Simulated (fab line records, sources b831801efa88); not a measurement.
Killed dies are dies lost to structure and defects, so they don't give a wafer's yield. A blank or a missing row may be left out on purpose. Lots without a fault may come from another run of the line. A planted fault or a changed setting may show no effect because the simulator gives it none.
Which tool did it? | flow sky130 | 14 lots, 42 wafers sampled, at 3 steps of a route of 708

WHAT THE GAUGES READ, wafer by wafer
SKY_VIA1_CD_MEAS_12: target cd 150 nm.
lot  | measured     | on        | cd_nm (nm)
L706 | day 34 02:40 | cd_sem-01 | 149.9 151.6 150.0
L710 | day 35 09:24 | cd_sem-02 | 149.2 149.7 149.9
L712 | day 36 08:10 | cd_sem-02 | 149.3 146.9 148.0
L714 | day 36 18:07 | cd_sem-01 | 150.1 151.2 149.2
L720 | day 38 08:48 | cd_sem-02 | 149.9 150.0 149.9
L722 | day 38 20:58 | cd_sem-01 | 148.0 149.5 149.0
L723 | day 39 06:58 | cd_sem-02 | 148.8 150.6 149.1
L724 | day 39 15:59 | cd_sem-01 | 149.2 149.0 148.3
L725 | day 40 00:14 | cd_sem-01 | 148.1 149.0 147.4
L726 | day 40 00:46 | cd_sem-01 | 150.5 152.5 151.9
L727 | day 40 10:10 | cd_sem-01 | 152.3 151.7 152.3
L729 | day 40 21:55 | cd_sem-02 | 150.5 150.4 152.0

WHICH TOOL RAN EACH LOT (tool, then ch and the chambers of the sampled wafers, then the start)
lot  | SKY_LI_CONTACT_SPUTTER_19    | SKY_METAL1_SPUTTER_03
L706 | pvd_sputter-04, day 29 09:43 | pvd_sputter-01, day 31 20:26
L710 | pvd_sputter-02, day 30 16:58 | pvd_sputter-01, day 33 03:13
L712 | pvd_sputter-03, day 31 16:05 | pvd_sputter-01, day 34 01:06
L714 | pvd_sputter-03, day 32 02:35 | pvd_sputter-01, day 34 11:44
L715 | pvd_sputter-04, day 32 03:53 | pvd_sputter-01, day 34 12:40
L716 | pvd_sputter-03, day 32 16:20 | pvd_sputter-01, day 35 01:37
L720 | pvd_sputter-03, day 33 19:41 | pvd_sputter-03, day 36 03:48
L722 | pvd_sputter-04, day 34 07:46 | pvd_sputter-03, day 36 16:07
L723 | pvd_sputter-02, day 34 19:07 | pvd_sputter-04, day 37 03:39
L724 | pvd_sputter-03, day 35 03:53 | pvd_sputter-04, day 37 12:22
L725 | pvd_sputter-03, day 35 11:20 | pvd_sputter-01, day 37 19:55
L726 | pvd_sputter-04, day 35 12:35 | pvd_sputter-03, day 37 20:58
L727 | pvd_sputter-03, day 35 22:37 | pvd_sputter-01, day 38 05:55
L729 | pvd_sputter-02, day 36 13:17 | pvd_sputter-04, day 38 19:46
- SKY_LI_CONTACT_SPUTTER_19: material Ti, target thk 20 nm, time 106.37 s.
- SKY_METAL1_SPUTTER_03: material Ti, target thk 5 nm, time 3.3 s.

WHAT THE TOOLS THEMSELVES READ (means of the sampled wafers that have a number; where no wafer has one, the mark that the record gives instead)
SKY_LI_CONTACT_SPUTTER_19.
lot  | tool           | cathode_dc_power_W (W) | chamber_pressure_pa (Pa) | throttle_valve_pct (%)
L706 | pvd_sputter-04 | 2500.7                 | 5.003                    | 28.7
L710 | pvd_sputter-02 | 2500.0                 | 5.011                    | 31.6
L712 | pvd_sputter-03 | 2500.2                 | 4.996                    | 30.0
L714 | pvd_sputter-03 | 2500.2                 | 5.006                    | 30.2
L715 | pvd_sputter-04 | 2500.0                 | 4.999                    | 30.9
L716 | pvd_sputter-03 | 2500.1                 | 4.993                    | 30.0
L720 | pvd_sputter-03 | 2500.2                 | 5.006                    | 30.6
L722 | pvd_sputter-04 | 2499.6                 | 5.006                    | 30.0
L723 | pvd_sputter-02 | 2499.7                 | 4.997                    | 29.8
L724 | pvd_sputter-03 | 2500.3                 | 5.001                    | 30.1
L725 | pvd_sputter-03 | 2499.6                 | 5.011                    | 30.1
L726 | pvd_sputter-04 | 2500.1                 | 5.002                    | 30.3
L727 | pvd_sputter-03 | 2500.2                 | 5.012                    | 29.8
L729 | pvd_sputter-02 | 2499.8                 | 5.005                    | 30.5

SKY_METAL1_SPUTTER_03.
lot  | tool           | cathode_dc_power_W (W) | chamber_pressure_pa (Pa) | throttle_valve_pct (%)
L706 | pvd_sputter-01 | 2999.4                 | 0.3996                   | 29.7
L710 | pvd_sputter-01 | 2999.8                 | 0.4004                   | 31.3
L712 | pvd_sputter-01 | 3000.3                 | 0.4002                   | 30.8
L714 | pvd_sputter-01 | 3000.4                 | 0.3998                   | 30.3
L715 | pvd_sputter-01 | -                      | -                        | -
L716 | pvd_sputter-01 | -                      | -                        | -
L720 | pvd_sputter-03 | 2999.8                 | 0.3999                   | 30.3
L722 | pvd_sputter-03 | 3000.6                 | 0.3993                   | 30.4
L723 | pvd_sputter-04 | 3000.0                 | 0.4000                   | 30.3
L724 | pvd_sputter-04 | 2999.6                 | 0.3999                   | 30.2
L725 | pvd_sputter-01 | 3000.6                 | 0.3994                   | 30.2
L726 | pvd_sputter-03 | 3000.0                 | 0.4007                   | 30.1
L727 | pvd_sputter-01 | 2999.8                 | 0.4003                   | 31.1
L729 | pvd_sputter-04 | 3000.2                 | 0.4003                   | 30.7

THE ANSWER, worked out from the rows above alone
Rule: what is usual is taken from the lots themselves. Put in order of their means at a reading, lots are off if they are a third of the lots or fewer, leave a main group of 4 or more, and stand apart from it by a gap of 3 or more times the standard deviation of the main group's means; of several such gaps the widest counts. A main group whose means are all the same, to the digits that the tables above print for the reading, isn't used. A lot without any number at a reading at which 4 lots or more have one is off too. The other lots that the step has rows for count as sound. The gauges are gone through in route order, then the tools' own readings, and for those a lot's mean is taken as printed above. The first step at which some lot is off is used, and at that step the reading that is off furthest; a lot without a number counts as furthest.
Off: L715, L716, at SKY_METAL1_SPUTTER_03 (cathode_dc_power_W). Without a number there: L715, L716. The main group: mean 3000.0 W, standard deviation 0.37.
A tool fits if, at that step or a process step before it, it ran every lot that is off, and no sound lot after the first of them. None of those tried fits.

WHAT THE SIMULATOR HAD PUT IN
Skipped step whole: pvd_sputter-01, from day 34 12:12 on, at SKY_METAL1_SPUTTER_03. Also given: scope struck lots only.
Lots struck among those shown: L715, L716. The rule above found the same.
